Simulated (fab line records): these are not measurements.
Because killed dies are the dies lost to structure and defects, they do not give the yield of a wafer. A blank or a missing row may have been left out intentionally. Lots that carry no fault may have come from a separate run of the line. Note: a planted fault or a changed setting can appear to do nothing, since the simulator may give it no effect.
Struck lot and sound lot, side by side :: flow sky130 :: 17 out of 708 route steps
Sound: the wafers L411.1, L411.2, L411.4. Struck: wafers L423.1, L423.3, L423.6. At the end, the cause is stated.
At each step with rows: each side's tool, then ch and its chambers, then its first start. Under that, the readings that differ: sound wafers :: struck wafers :: difference of the means :: sigmas: that difference in standard deviations of wafers without a fault.
alike: readings with means less than 2 such deviations apart, plus words and numbers identical on both sides. not compared: withheld readings, readings lacking a value on some wafer, bounds such as >300 that could conceal the same value, and numbers that have no deviation in the record and whose values overlap.
The two part at a step that has a row with sigmas, a row that says differs or no value, or rows on one side only. Numbers that have no deviation but don't overlap get no sigmas and don't part them. A reading that every wafer of one side lacks parts them only if that side has two wafers or more.

first, 5 steps without rows for these wafers: SKY_SD_N_COAT_02 (resist thk 1140 nm); SKY_SD_N_SOFTBAKE_03 (time 60 s); SKY_SD_N_EXPOSE_04 (exposes mask NSDM, target cd 380 nm); SKY_SD_N_PEB_05; SKY_SD_N_DEVELOP_06 (develop time 60 s).
SKY_SD_N_CD_MEAS_07: the cd target is 380 nm.
  sound: cd sem-02 at day 29 04:52; struck: cd sem-02 at day 33 00:37
  alike: cd nm
SKY_SD_N_OVL_MEAS_08:
  sound: overlay-02 at day 29 04:59; struck: overlay-01 at day 33 00:44
reading: SD_N_OVL (nm)
sound: 0.7 -2.5 0.9
struck: 2.9 3.3 3.3
difference: +3.5
sigmas: +2
then, 2 steps without rows for these wafers: SKY_SD_N_IMPLANT_09; SKY_SD_N_IMPLANT_10.
SKY_SD_N_STRIP_11: strips in O2/N2.
  sound on plasma asher-04 ch 0,1, day 29 05:19; struck on plasma asher-04 ch 0,1, day 33 01:04
reading: oes product au (a.u.)
sound: 0.537 0.534 0.537
struck: 0.526 0.530 0.522
difference: -0.010
sigmas: -2

reading: strip time to endpoint s (s)
sound: 22.51 22.52 22.53
struck: 22.62 22.59 22.60
difference: +0.08
sigmas: +2
  alike: chamber pressure mTorr, drypump motor current A
  not compared: rf hours counter h
SKY_SD_N_TW_MEAS_12:
  sound: film metro-01 at day 29 05:25; struck: film metro-03 at day 33 01:10
reading: SD_N_TW
sound: 3979 3962 3981
struck: 3899 3932 3899
difference: -64
sigmas: -2
then, 1 step without rows for these wafers: SKY_SD_N_CLEAN_13 (cleans in SC1/SC2, time 150 s).
SKY_SD_N_RTA_14: time 2 s.
  sound on rtp anneal-01 ch 0, day 29 05:32; struck on rtp anneal-01 ch 0, day 33 01:17
reading: lamp power pct (%)
sound: 15.83 15.66 15.73
struck: 16.04 16.08 15.95
difference: +0.28
sigmas: +5

reading: wafer_temp_C_max
sound: 1077.9 1078.0 1079.5
struck: 1094.5 1094.0 1093.0
difference: +15.4
sigmas: +13
SKY_SD_N_RS_MEAS_16: uses a four-point probe to measure.
  sound: film metro-01 at day 29 05:42; struck: film metro-02 at day 33 01:49
reading: SD_N_RS (ohm/sq)
sound: 68.60 68.63 68.70
struck: 65.92 65.92 65.90
difference: -2.73
sigmas: -23
  not compared: hold
SKY_SD_N_RS_MEAS_17: uses a four-point probe to measure.
  sound: film metro-01 at day 29 05:49; struck: film metro-02 at day 33 04:07
reading: SD_P_RS (ohm/sq)
sound: 147.3 147.0 147.4
struck: 134.1 133.7 133.9
difference: -13.3
sigmas: -40
  not compared: hold
SKY_SD_N_RS_MEAS_18: uses a four-point probe to measure.
  sound: film metro-01 at day 29 05:56; struck: film metro-02 at day 33 08:29
reading: hold
sound: - - -
struck: await dispo/4.2h/release await dispo/4.2h/release await dispo/4.2h/release
difference: no value on the sound wafers
sigmas: 
  alike: RES_XHIGH_RS
-- record jumps: 16 days separate the struck wafers' starts on either side; left off in module SD_N, taken up again in module PAD_OPEN, whose first shown step is the route's number 708 --
SKY_PAD_OPEN_PROBE_99:
  sound: prober-01 at day 46 18:50; struck: prober-01 at day 49 11:15
reading: model.etest.res xhigh po.line ohm um
sound: 5445 5657 5838
struck: 4828 5158 4875
difference: -693
sigmas: 

reading: model.etest.res xhigh po.rs ohm sq
sound: 1927 1984 2064
struck: 1697 1761 1738
difference: -260
sigmas: 

reading: model.etest.pfet_01v8.r on ohm um
sound: 3065 2942 2993
struck: 2813 2765 2829
difference: -198
sigmas: 

reading: model.etest.res pdiff.line ohm um
sound: 1382 1365 1364
struck: 1252 1285 1234
difference: -113
sigmas: 

reading: model.etest.res high po.line ohm um
sound: 726.9 754 776.1
struck: 646.7 677.3 671.8
difference: -87.1
sigmas: 

reading: model.etest.licon high po.rc ohm
sound: 335.5 352.1 352.5
struck: 284.3 307.3 269.4
difference: -59.7
sigmas: 

reading: model.etest.res high po.rs ohm sq
sound: 259.2 262.1 272.5
struck: 226.8 235.7 230.8
difference: -33.5
sigmas: 
  alike: killed_at_M0_to_M3, killed_at_M4_up, killed at contacts, killed at front end, killed at other, killed dies, killed open, killed short
  not compared: model.etest.res ndiff.line ohm um

== WHERE THEY PART ==
At SKY_SD_N_OVL_MEAS_08 first; at SKY_SD_N_RS_MEAS_18 last (within this record only). Later steps at which nothing parts them and some readings are alike: SKY_PAD_OPEN_PROBE_99.

WHY: what the simulator had put in
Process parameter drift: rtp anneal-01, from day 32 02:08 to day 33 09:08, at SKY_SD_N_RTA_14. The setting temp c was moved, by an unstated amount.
